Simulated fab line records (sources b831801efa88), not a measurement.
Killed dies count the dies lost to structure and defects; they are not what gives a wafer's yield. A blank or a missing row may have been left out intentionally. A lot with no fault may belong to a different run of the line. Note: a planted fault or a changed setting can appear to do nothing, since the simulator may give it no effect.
Which tool is to blame? :: flow gf180mcu :: 11 lots, 33 wafers sampled, at 6 steps of a route of 602

WHAT THE GAUGES SHOWED, per wafer
GF_V4_CD_MEAS_14 targets a cd of 260 nm. Usual: 259.5 nm for cdNm, sd 1.3.
lot: L866
measured: day 26 02:44
on: cdSem-01
cdNm (nm): 260.5 259.7 261.5
flag: 

lot: L867
measured: day 26 09:28
on: cdSem-02
cdNm (nm): 257.7 258.3 258.5
flag: 

lot: L868
measured: day 26 15:11
on: cdSem-02
cdNm (nm): 258.8 257.7 258.0
flag: 

lot: L869
measured: day 26 23:32
on: cdSem-02
cdNm (nm): 257.7 257.7 257.6
flag: 

lot: L870
measured: day 27 05:13
on: cdSem-01
cdNm (nm): 259.0 258.7 257.8
flag: 

lot: L871
measured: day 27 19:10
on: cdSem-02
cdNm (nm): 261.0 260.6 260.5
flag: 

lot: L873
measured: day 28 10:01
on: cdSem-02
cdNm (nm): 259.5 258.6 259.3
flag: 

lot: L875
measured: day 28 19:29
on: cdSem-01
cdNm (nm): 261.3 260.1 261.0
flag: 

lot: L876
measured: day 28 19:52
on: cdSem-01
cdNm (nm): 260.0 261.0 260.6
flag: 

lot: L884
measured: day 31 00:12
on: cdSem-02
cdNm (nm): 258.3 258.2 257.9
flag: 

lot: L885
measured: day 31 10:40
on: cdSem-02
cdNm (nm): 259.8 259.6 259.8
flag: 

GF_V4_RS_MEAS_24: uses a four-point probe to measure. Usual: V4_W_RS typically reads 0.326 ohm/sq, with standard deviation 0.0033.
lot: L866
measured: day 26 03:47
on: filmMetro-04
V4_W_RS (ohm/sq): 0.335 0.326 0.332
flag: 

lot: L867
measured: day 26 10:31
on: filmMetro-04
V4_W_RS (ohm/sq): 0.326 0.329 0.324
flag: 

lot: L868
measured: day 26 16:13
on: filmMetro-01
V4_W_RS (ohm/sq): 0.330 0.323 0.324
flag: 

lot: L869
measured: day 27 00:35
on: filmMetro-04
V4_W_RS (ohm/sq): 0.325 0.332 0.328
flag: 

lot: L870
measured: day 27 06:31
on: filmMetro-04
V4_W_RS (ohm/sq): 0.322 0.328 0.323
flag: 

lot: L871
measured: day 27 20:13
on: filmMetro-02
V4_W_RS (ohm/sq): 0.335 0.333 0.333
flag: 

lot: L873
measured: day 28 11:02
on: filmMetro-04
V4_W_RS (ohm/sq): 0.329 0.328 0.329
flag: 

lot: L875
measured: day 28 20:31
on: filmMetro-02
V4_W_RS (ohm/sq): 0.324 0.328 0.324
flag: 

lot: L876
measured: day 28 20:53
on: filmMetro-01
V4_W_RS (ohm/sq): 0.330 0.324 0.327
flag: 

lot: L884
measured: day 31 01:14
on: filmMetro-04
V4_W_RS (ohm/sq): 0.332 0.328 0.329
flag: 

lot: L885
measured: day 31 11:41
on: filmMetro-02
V4_W_RS (ohm/sq): 0.322 0.326 0.323
flag: 

GF_MIM_RS_MEAS_10: uses a four-point probe to measure. Usual: MIM_ALCU_RS typically reads 0.1607 ohm/sq, with standard deviation 0.002.
lot: L866
measured: day 26 04:40
on: filmMetro-04
MIM_ALCU_RS (ohm/sq): 0.1612 0.1609 0.1602
flag: 

lot: L867
measured: day 26 11:24
on: filmMetro-04
MIM_ALCU_RS (ohm/sq): 0.1593 0.1590 0.1591
flag: 

lot: L868
measured: day 26 17:06
on: filmMetro-04
MIM_ALCU_RS (ohm/sq): 0.1599 0.1594 0.1598
flag: 

lot: L869
measured: day 27 01:29
on: filmMetro-02
MIM_ALCU_RS (ohm/sq): 0.1595 0.1585 0.1589
flag: 

lot: L870
measured: day 27 07:24
on: filmMetro-03
MIM_ALCU_RS (ohm/sq): 0.1610 0.1578 0.1606
flag: 

lot: L871
measured: day 27 21:06
on: filmMetro-02
MIM_ALCU_RS (ohm/sq): 0.1579 0.1590 0.1580
flag: 

lot: L873
measured: day 28 11:56
on: filmMetro-02
MIM_ALCU_RS (ohm/sq): 0.1594 0.1598 0.1622
flag: 

lot: L875
measured: day 28 21:25
on: filmMetro-04
MIM_ALCU_RS (ohm/sq): 0.0953 0.1582 0.1572
flag: OFF

lot: L876
measured: day 28 21:47
on: filmMetro-04
MIM_ALCU_RS (ohm/sq): 0.1614 0.0969 0.1637
flag: OFF

lot: L884
measured: day 31 02:07
on: filmMetro-04
MIM_ALCU_RS (ohm/sq): 0.1634 0.1648 0.1615
flag: 

lot: L885
measured: day 31 12:35
on: filmMetro-02
MIM_ALCU_RS (ohm/sq): 0.1575 0.1574 0.1575
flag: 

GF_MIM_THK_MEAS_11: measures by xrf. Usual: MIM_ALCU_THK typically reads 199.0 nm, with standard deviation 2.4.
lot: L866
measured: day 26 04:46
on: filmMetro-04
MIM_ALCU_THK (nm): 197.1 198.5 200.0
flag: 

lot: L867
measured: day 26 11:31
on: filmMetro-04
MIM_ALCU_THK (nm): 200.5 200.9 200.4
flag: 

lot: L868
measured: day 26 17:13
on: filmMetro-04
MIM_ALCU_THK (nm): 198.9 200.0 199.5
flag: 

lot: L869
measured: day 27 01:35
on: filmMetro-02
MIM_ALCU_THK (nm): 200.2 200.7 202.2
flag: 

lot: L870
measured: day 27 07:31
on: filmMetro-03
MIM_ALCU_THK (nm): 196.9 202.0 198.3
flag: 

lot: L871
measured: day 27 21:13
on: filmMetro-02
MIM_ALCU_THK (nm): 202.4 201.7 202.8
flag: 

lot: L873
measured: day 28 12:03
on: filmMetro-02
MIM_ALCU_THK (nm): 199.7 199.4 198.5
flag: 

lot: L875
measured: day 28 21:31
on: filmMetro-04
MIM_ALCU_THK (nm): 331.9 201.9 204.0
flag: OFF

lot: L876
measured: day 28 21:53
on: filmMetro-04
MIM_ALCU_THK (nm): 199.2 324.6 196.6
flag: OFF

lot: L884
measured: day 31 02:13
on: filmMetro-04
MIM_ALCU_THK (nm): 196.5 196.5 198.5
flag: 

lot: L885
measured: day 31 12:42
on: filmMetro-02
MIM_ALCU_THK (nm): 203.5 203.1 203.7
flag: 

EACH LOT AND THE TOOL THAT RAN IT (in order: tool; ch and the chambers of the sampled wafers; start)
lot: L866
GF_V4_SPUTTER_21: pvdSputter-02, day 26 03:31
GF_MIM_SPUTTER_08: pvdSputter-04, day 26 04:34

lot: L867
GF_V4_SPUTTER_21: pvdSputter-01, day 26 10:18
GF_MIM_SPUTTER_08: pvdSputter-03, day 26 11:21

lot: L868
GF_V4_SPUTTER_21: pvdSputter-03, day 26 15:59
GF_MIM_SPUTTER_08: pvdSputter-04, day 26 17:02

lot: L869
GF_V4_SPUTTER_21: pvdSputter-03, day 27 00:21
GF_MIM_SPUTTER_08: pvdSputter-03, day 27 01:24

lot: L870
GF_V4_SPUTTER_21: pvdSputter-03, day 27 06:17
GF_MIM_SPUTTER_08: pvdSputter-02, day 27 07:20

lot: L871
GF_V4_SPUTTER_21: pvdSputter-01, day 27 19:59
GF_MIM_SPUTTER_08: pvdSputter-03, day 27 21:02

lot: L873
GF_V4_SPUTTER_21: pvdSputter-02, day 28 10:50
GF_MIM_SPUTTER_08: pvdSputter-04, day 28 11:53

lot: L875
GF_V4_SPUTTER_21: pvdSputter-01, day 28 20:17
GF_MIM_SPUTTER_08: pvdSputter-04, day 28 21:20

lot: L876
GF_V4_SPUTTER_21: pvdSputter-01, day 28 20:38
GF_MIM_SPUTTER_08: pvdSputter-04, day 28 21:41

lot: L884
GF_V4_SPUTTER_21: pvdSputter-01, day 31 00:59
GF_MIM_SPUTTER_08: pvdSputter-02, day 31 02:02

lot: L885
GF_V4_SPUTTER_21: pvdSputter-01, day 31 11:29
GF_MIM_SPUTTER_08: pvdSputter-03, day 31 12:32
- GF_V4_SPUTTER_21: material Ti, target thk 15 nm, time 80.02 s.
- GF_MIM_SPUTTER_08: material AlCu, target thk 200 nm, time 10.6 s.

AS READ BY THE TOOLS THEMSELVES (means over the sampled wafers that have a number; for cases with no such wafer, the mark the record gives instead)
GF_V4_SPUTTER_21. Usual: chamberPressurePa 5.001 Pa, standard deviation 0.0099; throttleValvePct 29.9 %, standard deviation 0.43.
lot: L866
tool: pvdSputter-02
chamberPressurePa (Pa): 4.994
throttleValvePct (%): 29.8
flag: 

lot: L867
tool: pvdSputter-01
chamberPressurePa (Pa): 4.996
throttleValvePct (%): 30.2
flag: 

lot: L868
tool: pvdSputter-03
chamberPressurePa (Pa): 5.004
throttleValvePct (%): 29.2
flag: 

lot: L869
tool: pvdSputter-03
chamberPressurePa (Pa): 5.011
throttleValvePct (%): 29.9
flag: 

lot: L870
tool: pvdSputter-03
chamberPressurePa (Pa): 4.991
throttleValvePct (%): 29.2
flag: 

lot: L871
tool: pvdSputter-01
chamberPressurePa (Pa): 5.001
throttleValvePct (%): 30.0
flag: 

lot: L873
tool: pvdSputter-02
chamberPressurePa (Pa): 5.012
throttleValvePct (%): 29.6
flag: 

lot: L875
tool: pvdSputter-01
chamberPressurePa (Pa): 5.004
throttleValvePct (%): 29.9
flag: 

lot: L876
tool: pvdSputter-01
chamberPressurePa (Pa): 4.996
throttleValvePct (%): 30.1
flag: 

lot: L884
tool: pvdSputter-01
chamberPressurePa (Pa): 4.998
throttleValvePct (%): 30.0
flag: 

lot: L885
tool: pvdSputter-01
chamberPressurePa (Pa): 4.997
throttleValvePct (%): 30.0
flag: 

GF_MIM_SPUTTER_08. Usual: chamberPressurePa 0.3999 Pa, standard deviation 0.00081; throttleValvePct 30.2 %, standard deviation 0.84.
lot: L866
tool: pvdSputter-04
chamberPressurePa (Pa): 0.3998
throttleValvePct (%): 30.8
flag: 

lot: L867
tool: pvdSputter-03
chamberPressurePa (Pa): 0.4006
throttleValvePct (%): 29.7
flag: 

lot: L868
tool: pvdSputter-04
chamberPressurePa (Pa): 0.3998
throttleValvePct (%): 31.2
flag: 

lot: L869
tool: pvdSputter-03
chamberPressurePa (Pa): 0.3997
throttleValvePct (%): 29.6
flag: 

lot: L870
tool: pvdSputter-02
chamberPressurePa (Pa): 0.4009
throttleValvePct (%): 30.0
flag: 

lot: L871
tool: pvdSputter-03
chamberPressurePa (Pa): 0.4004
throttleValvePct (%): 29.9
flag: 

lot: L873
tool: pvdSputter-04
chamberPressurePa (Pa): 0.3996
throttleValvePct (%): 30.9
flag: 

lot: L875
tool: pvdSputter-04
chamberPressurePa (Pa): 0.4000
throttleValvePct (%): 31.0
flag: 

lot: L876
tool: pvdSputter-04
chamberPressurePa (Pa): 0.3996
throttleValvePct (%): 30.9
flag: 

lot: L884
tool: pvdSputter-02
chamberPressurePa (Pa): 0.3995
throttleValvePct (%): 29.7
flag: 

lot: L885
tool: pvdSputter-03
chamberPressurePa (Pa): 0.3996
throttleValvePct (%): 29.6
flag: 

THE ANSWER, worked out from the rows above alone
Rule: lot off if the mean of its wafers having a number is beyond 3 standard deviations from the usual mean. A lot without any number at a reading at which 4 lots or more have one is off too. All remaining lots with rows at the step are treated as sound. After the gauges, taken in route order, come the tools' own readings; for these a lot's mean is taken, as printed above. The first step at which some lot is off is used, and at that step the reading that is off furthest; a lot without a number counts as furthest.
Off: at GF_MIM_RS_MEAS_10 (MIM_ALCU_RS), L875, L876.
If a tool, at a process step before that reading, ran all the lots that are off and no sound lot after the first of them, it fits. Those tools and the gauges at GF_MIM_RS_MEAS_10 are tried in the same way. One candidate fits, namely pvdSputter-04 at GF_MIM_SPUTTER_08. Its last sound lot is L873 (day 28 11:53), its first lot that is off L875 (day 28 21:20): a fault that began between those two fits.

WHAT THE SIMULATOR HAD PUT IN
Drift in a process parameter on pvdSputter-04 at GF_MIM_SPUTTER_08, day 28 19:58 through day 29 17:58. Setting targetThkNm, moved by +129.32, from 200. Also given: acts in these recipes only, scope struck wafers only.
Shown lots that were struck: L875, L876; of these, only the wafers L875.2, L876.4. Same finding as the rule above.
